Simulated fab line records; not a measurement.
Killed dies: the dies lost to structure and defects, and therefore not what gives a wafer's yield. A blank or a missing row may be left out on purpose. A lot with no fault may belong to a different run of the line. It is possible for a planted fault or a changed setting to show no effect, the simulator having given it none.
A struck lot beside a sound one | flow gf180mcu | 43 steps out of a route of 602
Sound: the wafers L301.2, L301.5, L301.6. Struck: wafers L314.3, L314.4, L314.5. The cause is given at the end.
For every step that has rows: the tool of each side, followed by ch and its chambers, followed by its first start. Under that, the readings that differ: sound wafers | struck wafers | difference of the means | sigmas: that difference in standard deviations of wafers without a fault.
alike: readings whose means differ by less than 2 such deviations, and words and numbers that are the same on both sides. not compared: withheld readings, readings that some wafer has no value for, bounds like >300 that may hide the same value, and numbers for which the record gives no deviation and whose values overlap.
Wherever a step has rows on one side only, a row that says differs or no value, or a row with sigmas, the two part there. When numbers do not overlap yet have no deviation, they are printed without sigmas and do not part them. A reading that every wafer of one side lacks parts them only if that side has two wafers or more.

first, 6 steps without rows for these wafers: GF_V1_COAT_08; GF_V1_COAT_09 (resist thk 1000 nm); GF_V1_SOFTBAKE_10 (time 60 s); GF_V1_EXPOSE_11 (exposes mask Via1, target cd 260 nm); GF_V1_PEB_12 (peb time 90 s); GF_V1_DEVELOP_13 (develop time 60 s).
GF_V1_CD_MEAS_14: target cd 260 nm.
  sound: cdSem-01 at day 19 08:19; struck: cdSem-01 at day 24 05:05
  alike: cdNm
GF_V1_OVL_MEAS_15:
  sound: overlay-02 at day 19 08:26; struck: overlay-02 at day 24 05:11
  alike: V1_OVL
GF_V1_ETCH_16: etches BARC in N2/H2.
  sound on rieDiel-03 ch 0,1,2, day 19 08:28; struck on rieDiel-03 ch 2,3, day 24 05:13
  alike: drypumpMotorCurrentA, oesProductAu, throttleValvePct
then, 3 steps without rows for these wafers: GF_V1_ETCH_17 (etches SiO2 in C4F8/O2/Ar, stops on TiN, target depth 630 nm); GF_V1_STRIP_18 (strips in O2/N2); GF_V1_STRIP_19 (strips in post etch residue remover, time 1200 s).
GF_V1_CLEAN_20: cleans in DIW.
  sound on wetBench-01 ch 1, day 19 09:02; struck on wetBench-01 ch 2, day 24 05:47
then, 2 steps without rows for these wafers: GF_V1_SPUTTER_21 (material Ti, target thk 15 nm, time 80.02 s); GF_V1_SPUTTER_22 (material TiN, target thk 10 nm, time 40 s).
GF_V1_CVD_23: deposits W, target thk 350 nm, time 105.05 s.
  sound on cvdW-02 ch 0,1, day 19 09:13; struck on cvdW-01 ch 0,1, day 24 06:01
  alike: heaterPowerW
GF_V1_RS_MEAS_24: the measuring method here is four-point-probe.
  sound: filmMetro-02 at day 19 09:22; struck: filmMetro-03 at day 24 06:07
  alike: V1_W_RS
GF_V1_THK_MEAS_25: measures by xrf.
  sound: filmMetro-02 at day 19 09:28; struck: filmMetro-03 at day 24 06:13
  alike: V1_W_THK
GF_V1_CMP_26: polishes, stops on SiO2, t overpolish 15 s, target thk 0 nm.
  sound on cmp-01 ch 2,3, day 19 09:34; struck on cmp-02 ch 0,2,3, day 24 06:19
  alike: motorCurrentA, overpolishRunS, retainingRingPressureFrac, timeToEndpointS
then, 2 steps without rows for these wafers: GF_M2_SPUTTER_00 (material Ti, target thk 37.5 nm, time 150 s); GF_M2_SPUTTER_01 (material TiN, target thk 30 nm, time 25 s).
GF_M2_SPUTTER_02: material AlCu, target thk 450 nm, time 23.9 s.
  sound: pvdSputter-03 at day 19 09:57; struck: pvdSputter-04 at day 24 06:41
  alike: throttleValvePct
then, 2 steps without rows for these wafers: GF_M2_SPUTTER_03 (material Ti, target thk 10 nm, time 6.7 s); GF_M2_SPUTTER_04 (material TiN, target thk 50 nm, time 41.7 s).
GF_M2_RS_MEAS_05: the measuring method here is four-point-probe.
  sound: filmMetro-03 at day 19 10:04; struck: filmMetro-03 at day 24 06:49
  alike: M2_ALCU_RS
GF_M2_THK_MEAS_06: measures by xrf.
  sound: filmMetro-03 at day 19 10:10; struck: filmMetro-03 at day 24 06:55
  alike: M2_ALCU_THK
then, 7 steps without rows for these wafers: GF_M2_DEHYDRATE_07 (time 60 s); GF_M2_HMDS_08 (prime time 60 s); GF_M2_COAT_09 (resist thk 1000 nm); GF_M2_SOFTBAKE_10 (time 60 s); GF_M2_EXPOSE_11 (exposes mask Metal2, target cd 280 nm); GF_M2_PEB_12 (peb time 90 s); GF_M2_DEVELOP_13 (develop time 60 s).
GF_M2_CD_MEAS_14: target cd 280 nm.
  sound: cdSem-01 at day 20 09:55; struck: cdSem-02 at day 25 05:32
  alike: cdNm
GF_M2_OVL_MEAS_15:
  sound: overlay-01 at day 20 10:02; struck: overlay-02 at day 25 05:38
reading     | sound  | struck   | difference | sigmas
M2_OVL (nm) | 6 11 9 | -9 -6 -7 | -16        | -2
then, 5 steps without rows for these wafers: GF_M2_METAL_ETCH_16 (etches the open film in Cl2/BCl3, stops on SiO2, target depth 750.8 nm, time 125.1 s); GF_M2_STRIP_17 (strips in O2/N2); GF_M2_STRIP_18 (strips in post etch residue remover, time 1200 s); GF_M2_CLEAN_19 (cleans in DIW); GF_V2_CVD_00 (deposits SiO2, target thk 600 nm, time 100 s).
GF_V2_THK_MEAS_01:
  sound: filmMetro-03 at day 20 10:51; struck: filmMetro-03 at day 25 06:25
  alike: V2_CVD_00_THK
GF_V2_CVD_02: deposits SiO2 from TEOS, target thk 850 nm, time 94.851 s.
  sound on pecvd-03 ch 0,2, day 20 10:54; struck on pecvd-02 ch 0,2, day 25 06:27
  alike: heaterPowerW
-- the record jumps here: 8 days lie between the struck wafers' starts before and after (it left off in module V2 and takes up again in module PASSIVATION, whose first step shown is number 602 of the route) --
GF_PASSIVATION_PROBE_99:
  rows exist in the record for the struck wafers here (prober-02, day 33 15:11), but not for the sound ones

WHERE THEY PART
At GF_M2_OVL_MEAS_15 first; at GF_PASSIVATION_PROBE_99 last (within this record only).

WHY: what had been put in by the simulator
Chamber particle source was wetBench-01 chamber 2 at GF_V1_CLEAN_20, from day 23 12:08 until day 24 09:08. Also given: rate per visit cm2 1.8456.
